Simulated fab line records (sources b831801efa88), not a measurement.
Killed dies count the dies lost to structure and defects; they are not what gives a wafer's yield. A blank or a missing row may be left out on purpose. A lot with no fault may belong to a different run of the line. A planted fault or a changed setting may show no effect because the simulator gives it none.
Which tool did it?	flow sky130	Sampling: 10 lots, 30 wafers, 2 of 708 route steps

## WHAT THE GAUGES SHOWED, per wafer
SKY_VT_ADJUST_HVTP_CD_MEAS_07: target cd 380 nm.
lot	measured	on	cd_nm (nm)
L881	day 6 17:15	cd_sem-02	382 384 382
L882	day 7 01:27	cd_sem-02	384 384 382
L883	day 7 11:08	cd_sem-01	377 379 379
L884	day 7 13:20	cd_sem-02	- - -
L888	day 8 13:14	cd_sem-02	387 388 385
L894	day 10 16:31	cd_sem-02	376 375 377
L896	day 11 01:41	cd_sem-02	379 381 379
L899	day 11 19:51	cd_sem-02	376 377 376
L900	day 11 23:29	cd_sem-01	380 380 380
L901	day 12 06:13	cd_sem-01	382 384 384

## TOOL THAT RAN EACH LOT (tool first, then ch and the chambers of the sampled wafers, then the start)
lot	SKY_VT_ADJUST_HVTP_EXPOSE_04
L881	iline_stepper-02 ch 0, day 6 07:47
L882	iline_stepper-01 ch 0, day 6 16:27
L883	iline_stepper-02 ch 0, day 7 00:57
L884	iline_stepper-01 ch 0, day 7 03:10
L888	iline_stepper-01 ch 0, day 8 02:43
L894	iline_stepper-02 ch 0, day 10 04:36
L896	iline_stepper-01 ch 0, day 10 15:10
L899	iline_stepper-02 ch 0, day 11 07:53
L900	iline_stepper-02 ch 0, day 11 12:01
L901	iline_stepper-01 ch 0, day 11 18:57
- SKY_VT_ADJUST_HVTP_EXPOSE_04: exposes mask HVTPM, target cd 380 nm.

## THE ANSWER, worked out from the rows above alone
Rule: the lots themselves supply what counts as usual. The widest of any qualifying gaps counts: lots, ordered by their means at a reading, are off when they make up no more than a third of the lots, leave a main group of 4 or more, and stand apart from it by 3 or more times the standard deviation of that group's means. Not used: any main group whose means are identical at the precision the tables above print for the reading. A lot without any number at a reading at which 4 lots or more have one is off too. The other lots that the step has rows for count as sound.
Off at SKY_VT_ADJUST_HVTP_CD_MEAS_07 (cd_nm): L884. Without a number there: L884. The main group: mean 381 nm, standard deviation 3.4.
If a tool, at a process step before that reading, ran all the lots that are off and no sound lot after the first of them, it fits. The gauges at SKY_VT_ADJUST_HVTP_CD_MEAS_07 are tried like those tools. Of those tried, none fits.

## WHAT HAD BEEN PUT IN BY THE SIMULATOR
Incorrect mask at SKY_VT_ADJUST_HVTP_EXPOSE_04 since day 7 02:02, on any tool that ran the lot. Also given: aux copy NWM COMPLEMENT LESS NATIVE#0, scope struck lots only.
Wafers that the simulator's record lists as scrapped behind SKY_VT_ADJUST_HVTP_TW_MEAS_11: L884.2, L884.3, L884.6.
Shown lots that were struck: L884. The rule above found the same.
